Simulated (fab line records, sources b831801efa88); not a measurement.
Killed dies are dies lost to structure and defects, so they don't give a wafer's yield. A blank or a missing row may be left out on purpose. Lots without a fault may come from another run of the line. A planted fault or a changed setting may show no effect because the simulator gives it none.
A struck lot beside a sound one | flow gf180mcu | 14 steps out of a route of 602
Sound: wafers L879.2, L879.4, L879.5. Struck: wafers L884.2, L884.3, L884.5. The cause comes at the end.
At each step with rows: each side's tool, then ch and its chambers, then its first start. Under that, the readings that differ: sound wafers | struck wafers | difference of the means | sigmas: that difference in standard deviations of wafers without a fault.
alike: readings whose means differ by less than 2 such deviations, and words and numbers that are the same on both sides. not compared: withheld readings, readings that some wafer has no value for, bounds like >300 that may hide the same value, and numbers for which the record gives no deviation and whose values overlap.
The two part at a step that has a row with sigmas, a row that says differs or no value, or rows on one side only. Numbers that don't overlap but have no deviation are shown without sigmas and don't part them. A reading that every wafer of one side lacks parts them only if that side has two wafers or more.

first, 3 steps without rows for these wafers: GF_V1_STRIP_18 (strips in O2/N2); GF_V1_STRIP_19 (strips in post etch residue remover, time 1200 s); GF_V1_CLEAN_20 (cleans in DIW).
GF_V1_SPUTTER_21: material Ti, target thk 15 nm, time 80.02 s.
  sound on pvd_sputter-01, day 18 17:46; struck on pvd_sputter-01, day 20 23:05
  alike: cathode_dc_power_W, chamber_pressure_pa, throttle_valve_pct
GF_V1_SPUTTER_22: material TiN, target thk 10 nm, time 40 s.
  sound on pvd_sputter-01, day 18 17:49; struck on pvd_sputter-01, day 20 23:09
  alike: cathode_dc_power_W, chamber_pressure_pa, throttle_valve_pct
then, 1 step without rows for these wafers: GF_V1_CVD_23 (deposits W, target thk 350 nm, time 105.05 s).
GF_V1_RS_MEAS_24: measures by four-point-probe.
  sound on film_metro-01, day 18 17:59; struck on film_metro-03, day 20 23:19
  alike: V1_W_RS
GF_V1_THK_MEAS_25: measures by xrf.
  sound on film_metro-01, day 18 18:06; struck on film_metro-03, day 20 23:26
  alike: V1_W_THK
then, 1 step without rows for these wafers: GF_V1_CMP_26 (polishes, stops on SiO2, t overpolish 15 s, target thk 0 nm).
GF_M2_SPUTTER_00: material Ti, target thk 37.5 nm, time 150 s.
  sound on pvd_sputter-02, day 18 18:27; struck on pvd_sputter-03, day 20 23:47
  alike: cathode_dc_power_W, chamber_pressure_pa, throttle_valve_pct
then, 1 step without rows for these wafers: GF_M2_SPUTTER_01 (material TiN, target thk 30 nm, time 25 s).
GF_M2_SPUTTER_02: material AlCu, target thk 450 nm, time 23.9 s.
  sound on pvd_sputter-02, day 18 18:35; struck on pvd_sputter-03, day 20 23:55
  alike: cathode_dc_power_W, chamber_pressure_pa, throttle_valve_pct
GF_M2_SPUTTER_03: material Ti, target thk 10 nm, time 6.7 s.
  sound on pvd_sputter-02, day 18 18:37; struck on pvd_sputter-03, day 20 23:56
  no value came back on the struck wafers for cathode_dc_power_W (W), chamber_pressure_pa (Pa), throttle_valve_pct (%); on the sound wafers cathode_dc_power_W (W) reads 2999.7 3000.9 3000.1
GF_M2_SPUTTER_04: material TiN, target thk 50 nm, time 41.7 s.
  sound on pvd_sputter-02, day 18 18:38; struck on pvd_sputter-03, day 20 23:58
  alike: cathode_dc_power_W, chamber_pressure_pa, throttle_valve_pct

WHERE THEY PART
Only at GF_M2_SPUTTER_03, within this record. Later steps at which nothing parts them and some readings are alike: GF_M2_SPUTTER_04.

WHY: what the simulator had put in
Skipped step whole: pvd_sputter-03, from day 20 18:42 on, at GF_M2_SPUTTER_03. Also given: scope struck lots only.
